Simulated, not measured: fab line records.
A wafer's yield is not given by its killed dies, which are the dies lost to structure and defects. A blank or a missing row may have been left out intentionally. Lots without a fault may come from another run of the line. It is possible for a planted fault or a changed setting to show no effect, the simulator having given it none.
The same fault as seen by 2 desks / flow gf180mcu / what lay behind the numbers comes last; until then each desk has only its own

METROLOGY DESK
Means of the sampled wafers that have a number, per lot and without regard to the tool the lot ran on: this is what the gauges read. Marked OUT: a lot whose mean sits more than 4 standard deviations from the usual mean, which makes it out of limits; the brackets give that distance.
Columns: A = M1_ALCU_RS at GF_M1_RS_MEAS_05, usual 0.0694 ohm/sq; B = M1_OVL at GF_M1_OVL_MEAS_15, usual 0 nm; C = V1_BOW at GF_V1_BOW_MEAS_05, usual 82 um
lot=L310; first seen here=day 16 03:46; A=0.0701; B=4; C=83
lot=L312; first seen here=day 16 18:04; A=0.0692; B=1; C=85
lot=L313; first seen here=day 17 03:45; A=0.0684; B=-1; C=74
lot=L315; first seen here=day 17 17:10; A=0.0675; B=0; C=79
lot=L316; first seen here=day 18 04:52; A=0.0696; B=-4; C=82
lot=L317; first seen here=day 18 19:16; A=0.0693; B=7; C=72
lot=L318; first seen here=day 18 20:11; A=0.0697; B=4; C=80
lot=L319; first seen here=day 19 10:34; A=0.0693; B=8; C=84
lot=L327; first seen here=day 22 11:20; A=0.0696; B=-4; C=68
lot=L328; first seen here=day 22 14:29; A=0.0682; B=6; C=80
lot=L329; first seen here=day 23 00:31; A=0.0687; B=-11; C=90
lot=L332; first seen here=day 24 01:11; A=0.0699; B=0; C=86
lot=L331; first seen here=day 24 01:34; A=0.0696; B=-3; C=81
lot=L333; first seen here=day 24 11:58; A=0.0690; B=-5; C=79
Finding of this desk: none of the 14 lots has anything out of limits.

THE TOOL OWNER'S DESK: cmp-02
The tool's own readings at GF_V1_CMP_26 (polishes, stops on SiO2, t overpolish 15 s, target thk 0 nm): means of the sampled wafers that have a number, for each lot that ran on this tool. Marked OUT: a lot whose mean sits more than 4 standard deviations from the usual mean, which makes it out of limits; the brackets give that distance.
Columns: A = motor-current-A at GF_V1_CMP_26, usual 10.8 A; B = overpolish-run-s at GF_V1_CMP_26, usual 15.001 s; C = time-to-endpoint-s at GF_V1_CMP_26, usual 85 s
lot=L310; first seen here=day 18 04:11; A=10.6; B=15.003; C=92
lot=L313; first seen here=day 19 04:48; A=10.7; B=15.006; C=92
lot=L315; first seen here=day 19 20:33; A=10.9; B=15.008; C=88
lot=L316; first seen here=day 20 07:43; A=10.6; B=15.001; C=90
lot=L317; first seen here=day 20 22:29; A=11.0; B=12.293 (-99 or more) OUT; C=89
lot=L319; first seen here=day 21 12:53; A=11.2; B=12.299 (-99 or more) OUT; C=88
lot=L329; first seen here=day 24 22:42; A=11.3; B=14.998; C=81
lot=L331; first seen here=day 25 23:39; A=11.2; B=14.999; C=83
lot=L333; first seen here=day 26 09:22; A=11.1; B=15.003; C=87
This desk finds L317, L319 out of limits, L317 being first, at day 20 22:29 (overpolish-run-s at GF_V1_CMP_26). In limits: L310, L313, L315, L316, L329, L331, L333.

TAKEN TOGETHER
On L317, L319, at day 20 22:29, an alarm was possible from the tool owner's desk.
Nothing out of limits was seen by the metrology desk.
The metrology desk holds a record of L317, L319, inside its limits.
The lots listed all ran GF_V1_CMP_26 on cmp-02.

WHAT THE SIMULATOR HAD PUT IN
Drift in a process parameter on cmp-02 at GF_V1_CMP_26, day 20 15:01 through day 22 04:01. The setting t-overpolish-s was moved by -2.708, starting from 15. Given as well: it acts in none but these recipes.
Lots struck among those shown: L317, L319.
How many hours passed from the start of the fault until each desk's first out-of-limits reading: the tool owner's desk, 7.
